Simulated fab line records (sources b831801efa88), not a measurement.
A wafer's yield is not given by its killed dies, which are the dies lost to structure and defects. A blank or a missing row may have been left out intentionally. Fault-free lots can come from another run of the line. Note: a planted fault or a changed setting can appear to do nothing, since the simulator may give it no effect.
One fault through the eyes of 2 desks    flow sky130    numbers are kept per desk, each desk with only its own; the story behind them comes last

## AT THE TOOL OWNER'S DESK: cvd_w-02
The tool's own readings at SKY_LI_CONTACT_CVD_21 (deposits W, target thk 400 nm, time 120.56 s): means of the sampled wafers that have a number, for each lot that ran on this tool. The brackets show how far a lot's mean lies from the usual mean; more than 4 standard deviations puts the lot out of limits, marked OUT.
Columns: A = chamber_pressure_Torr at SKY_LI_CONTACT_CVD_21, usual 40.01 Torr; B = heater_power_w at SKY_LI_CONTACT_CVD_21, usual 795 W; C = susceptor_temp_C at SKY_LI_CONTACT_CVD_21, usual 400.01 C
lot   first seen here  A      B    C
L143  day 29 23:32     39.98  849  400.07
L149  day 32 12:36     40.06  839  400.06
L152  day 32 14:32     39.96  782  399.66
L154  day 33 11:44     40.08  813  400.14
L156  day 34 03:22     40.01  802  400.07
L157  day 34 09:37     40.15  780  400.09
L158  day 34 14:01     39.94  844  399.77
This desk's verdict: no lot among the 7 shows anything out of limits.

## THE METROLOGY DESK
Means of the sampled wafers that have a number, per lot and without regard to the tool the lot ran on: this is what the gauges read. The brackets show how far a lot's mean lies from the usual mean; more than 4 standard deviations puts the lot out of limits, marked OUT.
Columns: A = FIELD_ISO_OXIDATION_01_THK at SKY_FIELD_ISO_THK_MEAS_23, usual 9.94 nm; B = SONOS_ONO_CVD_04_THK at SKY_SONOS_ONO_THK_MEAS_05, usual 5.77 nm; C = LI_CONTACT_W_RS at SKY_LI_CONTACT_RS_MEAS_22, usual 0.286 ohm/sq; D = LI_CONTACT_W_THK at SKY_LI_CONTACT_THK_MEAS_23, usual 401 nm
lot   first seen here  A      B     C      D
L143  day 2 12:43      9.86   5.75  0.284  393
L144  day 2 19:31      9.86   5.77  0.285  407
L145  day 3 01:03      9.98   5.79  0.286  404
L147  day 3 19:53      9.86   5.82  0.279  411
L149  day 4 02:36      9.99   5.79  0.288  394
L150  day 4 02:36      10.25  5.65  0.288  395
L152  day 4 10:03      10.06  5.79  0.287  397
L153  day 4 14:55      9.64   5.67  0.282  417
L154  day 5 00:26      10.09  5.73  0.288  408
L156  day 5 09:11      10.18  5.81  0.276  420
L157  day 5 14:01      10.17  5.82  0.275  423
L158  day 5 17:28      9.87   5.82  0.275  420
This desk's verdict: no lot among the 12 shows anything out of limits.

## PUT TOGETHER
The tool owner's desk saw nothing out of limits.
Nothing out of limits was seen by the metrology desk.

## WHAT HAD BEEN PUT IN BY THE SIMULATOR
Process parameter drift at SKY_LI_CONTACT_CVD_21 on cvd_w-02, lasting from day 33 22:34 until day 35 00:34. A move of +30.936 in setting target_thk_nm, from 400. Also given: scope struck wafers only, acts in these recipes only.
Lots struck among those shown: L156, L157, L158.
